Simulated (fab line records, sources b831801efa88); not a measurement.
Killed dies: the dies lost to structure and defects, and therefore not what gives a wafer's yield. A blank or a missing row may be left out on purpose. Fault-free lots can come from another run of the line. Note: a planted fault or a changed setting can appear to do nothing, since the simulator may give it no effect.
A lot that was struck, set against a sound lot ; flow sky130 ; 35 steps out of a route of 708
Sound: these wafers, L591.1, L591.2, L591.3. Struck: wafer L594.4 (left out: L594.2, L594.6 of the same lot, which were not struck); the cause appears at the end.
Order at every step that has rows: each side's tool, ch and its chambers, its first start. Under that, the readings that differ: sound wafers ; struck wafers ; difference of the means ; sigmas: that difference in standard deviations of wafers without a fault.
alike: readings with means less than 2 such deviations apart, plus words and numbers identical on both sides. not compared: withheld readings, readings lacking a value on some wafer, bounds such as >300 that could conceal the same value, and numbers that have no deviation in the record and whose values overlap.
A row with sigmas, a row that says differs or no value, or rows on one side alone: a step with any of these is where the two part. Numbers that have no deviation but don't overlap get no sigmas and don't part them. A reading that every wafer of one side lacks parts them only if that side has two wafers or more.

first, 10 steps without rows for these wafers: SKY_VIA1_DEHYDRATE_04 (time 60 s); SKY_VIA1_HMDS_05 (prime time 60 s); SKY_VIA1_COAT_06 (resist thk 60 nm); SKY_VIA1_COAT_07 (resist thk 450 nm); SKY_VIA1_SOFTBAKE_08 (time 90 s); SKY_VIA1_EXPOSE_09 (exposes mask VIM, target cd 150 nm); SKY_VIA1_PEB_10; SKY_VIA1_DEVELOP_11 (develop time 60 s); SKY_VIA1_ETCH_14 (etches BARC in N2/H2, stops on SiO2, time 45.9 s, target depth 60 nm); SKY_VIA1_ETCH_15 (etches SiO2 in C4F8/O2/Ar, stops on TiN, target depth 351 nm, time 54 s).
SKY_VIA1_STRIP_16: strips in O2/N2.
  sound on plasmaAsher-02 ch 0,1, day 38 17:37; struck on plasmaAsher-02 ch 0, day 39 10:41
  alike: drypumpMotorCurrentA, oesProductAu, stripTimeToEndpointS
  not compared: rfHoursCounterH
then, 23 steps without rows for these wafers: SKY_VIA1_STRIP_17 (strips in post etch residue remover, time 1200 s); SKY_VIA1_CLEAN_18 (cleans in IPA, time 180 s); SKY_VIA1_CLEAN_19 (cleans in O3/DIW); SKY_VIA1_SPUTTER_20 (material TiN, target thk 20 nm, time 80 s); SKY_VIA1_CVD_21 (deposits W, target thk 270 nm, time 80.902 s); SKY_VIA1_CMP_24 (polishes, stops on SiO2, t overpolish 15 s, target thk 0 nm); SKY_METAL2_SPUTTER_00 (material Ti, target thk 15 nm, time 10 s); SKY_METAL2_SPUTTER_01 (material TiN, target thk 20 nm, time 16.7 s); SKY_METAL2_SPUTTER_02 (material AlCu, target thk 250 nm, time 13.3 s); SKY_METAL2_SPUTTER_03 (material Ti, target thk 5 nm, time 3.3 s); SKY_METAL2_SPUTTER_04 (material TiN, target thk 70 nm, time 58.3 s); SKY_METAL2_DEHYDRATE_07 (time 60 s); SKY_METAL2_HMDS_08 (prime time 60 s); SKY_METAL2_COAT_09 (resist thk 60 nm); SKY_METAL2_COAT_10 (resist thk 450 nm); SKY_METAL2_SOFTBAKE_11 (time 90 s); SKY_METAL2_EXPOSE_12 (exposes mask MM2, target cd 140 nm); SKY_METAL2_PEB_13; SKY_METAL2_DEVELOP_14 (develop time 60 s); SKY_METAL2_DESCUM_17 (chemistry O2, time 8 s); SKY_METAL2_ETCH_18 (etches BARC in N2/H2, stops on SiO2, time 45.9 s, target depth 60 nm); SKY_METAL2_METAL_ETCH_19 (etches the open film in Cl2/BCl3, stops on SiO2, target depth 360 nm, time 78 s); SKY_METAL2_STRIP_20 (strips in O2/N2).
-- the record jumps here: 10 days lie between the struck wafers' starts before and after (it left off in module METAL2 and takes up again in module PAD_OPEN, whose first step shown is number 708 of the route) --
SKY_PAD_OPEN_PROBE_99:
  sound: prober-01 at day 49 10:17; struck: prober-01 at day 49 22:32
reading;sound;struck;difference;sigmas
defectLimitedYield (%);83.5 80.9 81.3;76.6;-5.3;-3
killed_at_M0_to_M3;48 55 52;84;+32;+4
killedDies;81 94 92;115;+26;+3
killedOpen;40 57 59;29;-23;-3
sort_bin_3_pad_short (%);1.0 1.4 0.8;2.2;+1.1;+2
sort_bin_5_function (%);10.6 11.8 11.0;14.8;+3.7;+2
sortNPass;411 398 400;377;-26;-3
sortYieldPct (%);83.5 80.9 81.3;76.6;-5.3;-3
model.etest.tester.sortNPass;411 398 400;377;-26;
model.etest.tester.sortYieldPct (%);83.54 80.89 81.3;76.63;-5.28;
model.etest.tester.sort_bin_5_pct (%);10.57 11.79 10.98;14.84;+3.73;
model.etest.tester.sort_bin_3_pct (%);1.016 1.423 0.813;2.236;+1.152;
  alike: killed_at_M4_up, killedAtContacts, killedAtFrontEnd, killedAtOther, killedShort, sort_bin_6_memory

== WHERE THEY PART ==
Only at SKY_PAD_OPEN_PROBE_99, as far as this record shows.

WHY: the cause the simulator had injected
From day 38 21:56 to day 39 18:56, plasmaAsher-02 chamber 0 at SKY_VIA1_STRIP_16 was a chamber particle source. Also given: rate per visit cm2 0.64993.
